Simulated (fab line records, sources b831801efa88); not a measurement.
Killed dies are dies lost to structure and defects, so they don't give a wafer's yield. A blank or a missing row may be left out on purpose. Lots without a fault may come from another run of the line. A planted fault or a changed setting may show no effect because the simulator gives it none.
fab line records | flow sky130
record lots=5 wafers=15 last_day=50
route steps=708 shown VIA4@650 METAL5@661 PAD_OPEN@708
lots that met no fault: from a run of the same line without faults
start_h: hours from the record's first day to the start of the lot's first wafer shown | wait_h: hours since the lot's step before | " the same as in the row above | L1.1+2: a row that stands for several wafers | - no value, or no start given | * or withheld: withheld | < > ~ a bound
route shown NAME@n: a module of which the file shows steps, and the number in the route of the first | usual: mean/standard deviation of fault-free wafers | same: alike in all rows | chamber/n: place in a boat | sites: the reading at each site | _std_site: their standard deviation | _edge_site: outer sites' mean less inner sites' | radius_mm: how far each site lies from the wafer's centre | mask NAME#n: copy n | behind: the tool/chamber that last shaped the wafer | hold: why the lot was held/for how many hours/how that ended | device: the transistor (n, p or np) that didn't switch | end of line: the same wafers' tests at the end of the route | a step without rows: its recipe alone | killed: dies lost to structure and defects at the first sort, not the wafer's yield | map: a wafer's dies, x killed, . not, _ none there
set.NAME: the setting as run; set.NAME@STEP: as run at that earlier step | model.NAME: the simulator's own value behind a step, which no gauge read
lots at some steps of the route; a table a step, a row a wafer
services: from which hour (start_h, from the record's first day; less than 0 if before it) a tool's chamber was out of use, for how many hours, and why
## steps
# step SKY_VIA4_OVL_MEAS_11
# usual VIA4_OVL=1.2/1.4
# columns lot.wafer tool chamber start_h wait_h VIA4_OVL[nm]
L951.2 overlay-02 - 1020.08 0.1 3.0
L951.4 " - " " 1.0
L951.5 " - " " 1.5
L953.1 overlay-01 - 1032.32 0.1 4.1
L953.5 " - " " 1.0
L953.6 " - " " 1.3
L959.3 overlay-01 - 1090.59 0.1 1.2
L959.5 " - " " 2.5
L959.6 " - " " -0.2
L971.3 overlay-02 - 1142.21 0.1 2.3
L971.5 " - " " 0.4
L971.6 " - " " 1.0
L974.2 overlay-01 - 1154.94 0.1 2.4
L974.3 " - " " 0.5
L974.6 " - " " 2.6
# step SKY_VIA4_ETCH_12
# recipe target=SiO2 chemistry=C4F8/O2/Ar stop_on=TiN mask_material=NOVOLAK source_w=1500 bias_w=1200 pressure_mtorr=40 c4f8_flow_sccm=withheld O2_flow_sccm=6 Ar_flow_sccm=300 time_s=withheld target_depth_a=5800
# step SKY_VIA4_STRIP_13
# recipe chemistry=O2/N2 power_w=1400 pressure_mtorr=1500 platen_temp_c=withheld o2_flow_sccm=3000 n2_flow_sccm=300 overash_fraction=0.5
# usual chamber_pressure_mTorr=1500.0/1.4 drypump_motor_current_A=6.1/0.32 oes_product_au=0.709/0.0045 strip_time_to_endpoint_s=12.79/0.03
# columns lot.wafer tool chamber start_h wait_h chamber_pressure_mTorr drypump_motor_current_A oes_product_au rf_hours_counter_h strip_time_to_endpoint_s
L951.2 plasma_asher-03 0 1020.18 - 1499.1 6.0 0.713 24 12.80
L951.4 " 1 " " 1500.6 5.8 0.713 - 12.86
L951.5 " 0 " " 1498.9 6.1 0.713 - 12.80
L953.1 plasma_asher-03 0 1032.43 - 1501.1 6.1 0.715 26 12.81
L953.5 " 0 " " 1500.6 6.1 0.704 - 12.76
L953.6 " 1 " " 1503.5 5.7 0.705 - 12.78
L959.3 plasma_asher-01 0 1090.72 - 1497.8 6.5 0.711 - 12.81
L959.5 " 0 " " 1501.5 6.5 0.709 - 12.78
L959.6 " 1 " " 1501.7 5.7 0.703 - 12.85
L971.3 plasma_asher-01 1 1142.34 - 1499.7 5.7 0.713 - 12.79
L971.5 " 0 " " 1501.3 6.4 0.710 - 12.76
L971.6 " 1 " " 1497.4 5.7 0.715 - 12.82
L974.2 plasma_asher-03 1 1155.04 - 1499.0 5.7 0.711 39 12.78
L974.3 " 0 " " 1499.1 6.0 0.708 - 12.80
L974.6 " 1 " " 1500.6 5.7 0.708 - 12.79
# step SKY_VIA4_STRIP_14
# recipe chemistry=post_etch_residue_remover time_s=1200 temp_c=72.5
# step SKY_VIA4_CLEAN_15
# recipe chemistry=IPA time_s=180 temp_c=25
# step SKY_VIA4_CLEAN_16
# recipe chemistry=O3/DIW dry=n2_spin
# step SKY_VIA4_SPUTTER_17
# recipe material=TiN target_thk_nm=20 chamber_pressure_pa=5 power_w=4000 time_s=80
# usual chamber_pressure_pa=5.000/0.01 throttle_valve_pct=30.1/0.73
# columns lot.wafer tool chamber start_h wait_h chamber_pressure_pa throttle_valve_pct
L951.2 pvd_sputter-04 - 1020.78 0.0 5.009 29.7
L951.4 " - " " 4.998 31.1
L951.5 " - " " 5.012 30.9
L953.1 pvd_sputter-01 - 1033.03 0.0 4.976 29.3
L953.5 " - " " 4.981 29.6
L953.6 " - " " 5.005 30.9
L959.3 pvd_sputter-01 - 1091.28 0.0 4.997 31.0
L959.5 " - " " 4.992 30.2
L959.6 " - " " 4.994 29.8
L971.3 pvd_sputter-02 - 1142.90 0.0 5.007 30.4
L971.5 " - " " 5.003 30.7
L971.6 " - " " 5.007 29.6
L974.2 pvd_sputter-02 - 1155.63 0.0 5.005 29.6
L974.3 " - " " 5.016 30.3
L974.6 " - " " 4.995 29.7
# step SKY_VIA4_CVD_18
# recipe material=W target_thk_nm=505 time_s=152.14 temp_c=400 pressure_torr=40
# usual heater_power_w=811/83
# columns lot.wafer tool chamber start_h wait_h heater_power_w
L951.2 cvd_w-02 1 1020.84 0.0 865
L951.4 " 0 " " 818
L951.5 " 0 " " 790
L953.1 cvd_w-01 1 1033.09 0.0 682
L953.5 " 1 " " 683
L953.6 " 0 " " 876
L959.3 cvd_w-01 0 1091.39 0.1 908
L959.5 " 1 " " 680
L959.6 " 0 " " 864
L971.3 cvd_w-02 1 1143.01 0.1 884
L971.5 " 1 " " 882
L971.6 " 0 " " 818
L974.2 cvd_w-02 0 1155.69 0.0 801
L974.3 " 0 " " 778
L974.6 " 1 " " 882
# step SKY_VIA4_RS_MEAS_19
# recipe thk_meas_gauge=four-point-probe reads=W_of_VIA4_CVD_18+TiN_of_VIA4_SPUTTER_17
# usual VIA4_W_RS=0.2271/0.0025
# columns lot.wafer tool chamber start_h wait_h VIA4_W_RS[ohm/sq]
L951.2 film_metro-03 - 1021.01 0.1 0.2256
L951.4 " - " " 0.2280
L951.5 " - " " 0.2259
L953.1 film_metro-01 - 1033.24 0.1 0.2242
L953.5 " - " " 0.2250
L953.6 " - " " 0.2223
L959.3 film_metro-03 - 1091.53 0.1 0.2216
L959.5 " - " " 0.2269
L959.6 " - " " 0.2201
L971.3 film_metro-02 - 1143.15 0.1 0.2261
L971.5 " - " " 0.2230
L971.6 " - " " 0.2270
L974.2 film_metro-02 - 1155.86 0.1 0.2256
L974.3 " - " " 0.2288
L974.6 " - " " 0.2267
# step SKY_VIA4_THK_MEAS_20
# recipe thk_meas_gauge=xrf reads=W_of_VIA4_CVD_18
# usual VIA4_W_THK=499/7.1
# columns lot.wafer tool chamber start_h wait_h VIA4_W_THK[nm]
L951.2 film_metro-03 - 1021.12 0.1 503
L951.4 " - " " 500
L951.5 " - " " 504
L953.1 film_metro-01 - 1033.36 0.1 508
L953.5 " - " " 507
L953.6 " - " " 518
L959.3 film_metro-03 - 1091.63 0.1 511
L959.5 " - " " 501
L959.6 " - " " 515
L971.3 film_metro-02 - 1143.25 0.1 499
L971.5 " - " " 506
L971.6 " - " " 496
L974.2 film_metro-02 - 1155.97 0.1 502
L974.3 " - " " 494
L974.6 " - " " 498
# step SKY_VIA4_CMP_21
# recipe stop_on=SiO2 t_overpolish_s=25 down_force_psi=3.5 platen_rpm=60 target_thk_nm=0 pad_velocity_m_s=0.94248
# step SKY_METAL5_SPUTTER_00
# recipe material=Ti target_thk_nm=15 power_w=3000 time_s=10 chamber_pressure_pa=0.4
# usual chamber_pressure_pa=0.4001/0.0008 throttle_valve_pct=30.1/0.78
# columns lot.wafer tool chamber start_h wait_h chamber_pressure_pa throttle_valve_pct
L951.2 pvd_sputter-02 - 1021.51 0.2 0.4001 29.4
L951.4 " - " " 0.3992 29.4
L951.5 " - " " 0.4003 29.4
L953.1 pvd_sputter-02 - 1033.72 0.1 0.4007 29.3
L953.5 " - " " 0.3988 29.6
L953.6 " - " " 0.4003 31.7
L959.3 pvd_sputter-03 - 1091.97 0.1 0.4004 29.2
L959.5 " - " " 0.4002 30.1
L959.6 " - " " 0.3984 29.2
L971.3 pvd_sputter-03 - 1143.59 0.2 0.4001 30.3
L971.5 " - " " 0.3995 30.7
L971.6 " - " " 0.4006 29.2
L974.2 pvd_sputter-04 - 1156.32 0.2 0.4003 31.0
L974.3 " - " " 0.4003 30.8
L974.6 " - " " 0.4001 29.7
# step SKY_METAL5_SPUTTER_01
# recipe material=TiN target_thk_nm=20 power_w=6500 time_s=16.7 chamber_pressure_pa=0.4
# usual chamber_pressure_pa=0.4000/0.00079 throttle_valve_pct=30.1/0.78
# columns lot.wafer tool chamber start_h wait_h chamber_pressure_pa throttle_valve_pct
L951.2 pvd_sputter-02 - 1021.54 0.0 0.3998 29.6
L951.4 " - " " 0.4001 29.4
L951.5 " - " " 0.4011 29.1
L953.1 pvd_sputter-02 - 1033.74 0.0 0.4000 29.5
L953.5 " - " " 0.4002 29.5
L953.6 " - " " 0.4000 31.8
L959.3 pvd_sputter-03 - 1091.99 0.0 0.3999 29.1
L959.5 " - " " 0.3993 30.1
L959.6 " - " " 0.4008 29.0
L971.3 pvd_sputter-03 - 1143.61 0.0 0.4006 30.3
L971.5 " - " " 0.3999 30.8
L971.6 " - " " 0.4203 28.5
L974.2 pvd_sputter-04 - 1156.35 0.0 0.4005 31.2
L974.3 " - " " 0.4002 30.5
L974.6 " - " " 0.3993 29.7
# step SKY_METAL5_SPUTTER_02
# recipe material=AlCu target_thk_nm=1150 power_w=10600 time_s=61.2 chamber_pressure_pa=0.4
# usual chamber_pressure_pa=0.4001/0.00092 throttle_valve_pct=30.2/0.79
# columns lot.wafer tool chamber start_h wait_h chamber_pressure_pa throttle_valve_pct
L951.2 pvd_sputter-02 - 1021.56 0.0 0.4002 29.5
L951.4 " - " " 0.3987 29.7
L951.5 " - " " 0.4000 29.5
L953.1 pvd_sputter-02 - 1033.77 0.0 0.3996 29.3
L953.5 " - " " 0.4015 29.5
L953.6 " - " " 0.3991 31.7
L959.3 pvd_sputter-03 - 1092.02 0.0 0.4007 29.1
L959.5 " - " " 0.4002 29.8
L959.6 " - " " 0.3987 29.0
L971.3 pvd_sputter-03 - 1143.64 0.0 0.4008 30.2
L971.5 " - " " 0.3995 30.8
L971.6 " - " " 0.3999 29.2
L974.2 pvd_sputter-04 - 1156.37 0.0 0.4008 30.9
L974.3 " - " " 0.4011 30.7
L974.6 " - " " 0.4010 29.9
# step SKY_PAD_OPEN_PROBE_99
# usual defect_limited_yield=82.3/2.2 killed_at_M0_to_M3=43/7.3 killed_at_M4_up=3.2/1.9 killed_at_contacts=25/5.4 killed_at_front_end=16/4.4 killed_at_other=0.4/0.66 killed_dies=87/11 killed_open=48/7.9 killed_short=39/6.5 sort_bin_3_pad_short=0.8/0.43 sort_bin_5_function=10.5/1.6 sort_bin_6_memory=6.4/1.2 sort_n_pass=405/11 sort_yield_pct=82.3/2.2
# same gross_dies=492 killed_at_back_side=0 sort_bin_4_leakage[%]=0 sort_bin_8_speed[%]=0
# columns lot.wafer tool chamber start_h wait_h defect_limited_yield[%] killed_at_M0_to_M3 killed_at_M4_up killed_at_contacts killed_at_front_end killed_at_other killed_dies killed_open killed_short sort_bin_3_pad_short[%] sort_bin_5_function[%] sort_bin_6_memory[%] sort_n_pass sort_yield_pct[%]
L953.1 prober-02 - 1102.78 0.1 82.7 41 4 26 13 1 85 49 36 0.6 9.8 6.9 407 82.7
L953.5 prober-02 - 1102.98 0.2 81.5 47 3 21 20 0 91 52 39 0.6 10.2 7.7 401 81.5
L953.6 prober-02 - 1103.03 0.2 82.9 46 3 16 18 1 84 47 37 0.4 9.8 6.9 408 82.9
L971.3 prober-02 - 1200.26 0.2 85.2 30 3 25 15 0 73 49 24 0.6 8.1 6.1 419 85.2
L971.5 prober-02 - 1200.36 0.2 80.7 43 5 29 18 0 95 50 44 1.0 9.3 8.9 397 80.7
L971.6 prober-02 - 1200.41 0.2 83.9 40 1 29 8 1 79 44 35 0.4 8.7 6.9 413 83.9
# killed by level:class
L953.1 LI_CONTACT:geometric_particle:open=11 VIA1:geometric_particle:open=8 METAL2:geometric_particle:short=6 VIA2:geometric_particle:open=6 VIA3:geometric_particle:open=6 LOCAL_INTERCONNECT:geometric_particle:short=5 CONTACT:geometric_particle:open=5 FIELD_ISO:geometric_particle:short=4
L953.5 POLY_GATE:geometric_particle:open=10 CONTACT:geometric_particle:open=8 LOCAL_INTERCONNECT:geometric_particle:short=7 VIA1:geometric_particle:open=7 METAL2:geometric_particle:short=7 VIA2:geometric_particle:open=7 VIA3:geometric_particle:open=7 LI_CONTACT:geometric_particle:open=4
L953.6 VIA2:geometric_particle:open=11 VIA3:geometric_particle:open=9 FIELD_ISO:geometric_particle:open=6 FIELD_ISO:geometric_particle:short=5 METAL2:geometric_particle:short=5 CONTACT:geometric_particle:open=5 VIA1:geometric_particle:open=5 CONTACT:geometric_particle:short=4
L971.3 CONTACT:geometric_particle:open=11 VIA1:geometric_particle:open=9 VIA2:geometric_particle:open=8 LI_CONTACT:geometric_particle:open=7 VIA3:geometric_particle:short=5 POLY_GATE:geometric_particle:short=4 CONTACT:geometric_particle:short=4 METAL1:geometric_particle:short=4
L971.5 CONTACT:geometric_particle:open=14 LI_CONTACT:geometric_particle:open=10 METAL2:geometric_particle:short=10 POLY_GATE:geometric_particle:short=7 VIA2:geometric_particle:open=7 VIA1:geometric_particle:open=6 VIA3:geometric_particle:open=6 METAL1:geometric_particle:short=5
L971.6 CONTACT:geometric_particle:open=11 VIA3:geometric_particle:open=9 LI_CONTACT:geometric_particle:open=8 METAL3:geometric_particle:short=6 METAL2:geometric_particle:short=5 VIA1:geometric_particle:open=5 LI_CONTACT:geometric_particle:short=4 VIA2:geometric_particle:open=4
## services
# columns tool chamber start_h hours kind
cvd_w-01 - 1011.84 6.9 pm
pvd_sputter-03 - 1059.53 7.7 repair
plasma_asher-01 - 1065.05 4.9 repair
pvd_sputter-04 - 1080.32 1.3 repair
cvd_w-01 - 1101.56 0.6 repair
plasma_asher-01 - 1105.10 13.4 repair
plasma_asher-01 - 1116.39 9.5 repair
cvd_w-02 1 1119.91 4.6 repair
pvd_sputter-03 - 1129.17 2.1 repair
pvd_sputter-04 - 1138.66 5.1 repair
cvd_w-01 - 1141.59 1.5 repair
## key
first_sign step=SKY_METAL5_SPUTTER_01 reading=chamber_pressure_pa direction=up sigmas=26 usual=0.4000 struck=0.4203
effect none on later readings
met_at SKY_METAL5_SPUTTER_01
struck_wafers L971.6
onset_between 1091.99 1143.61
fault kind=process_parameter_drift tool=pvd_sputter-03 chamber=- onset_h=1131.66 steps=SKY_METAL5_SPUTTER_01 channel=chamber_pressure_pa offset=0.021265 shape=step end_h=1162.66 acts_in=these_recipes_only stated=0.4 scope=struck_wafers_only
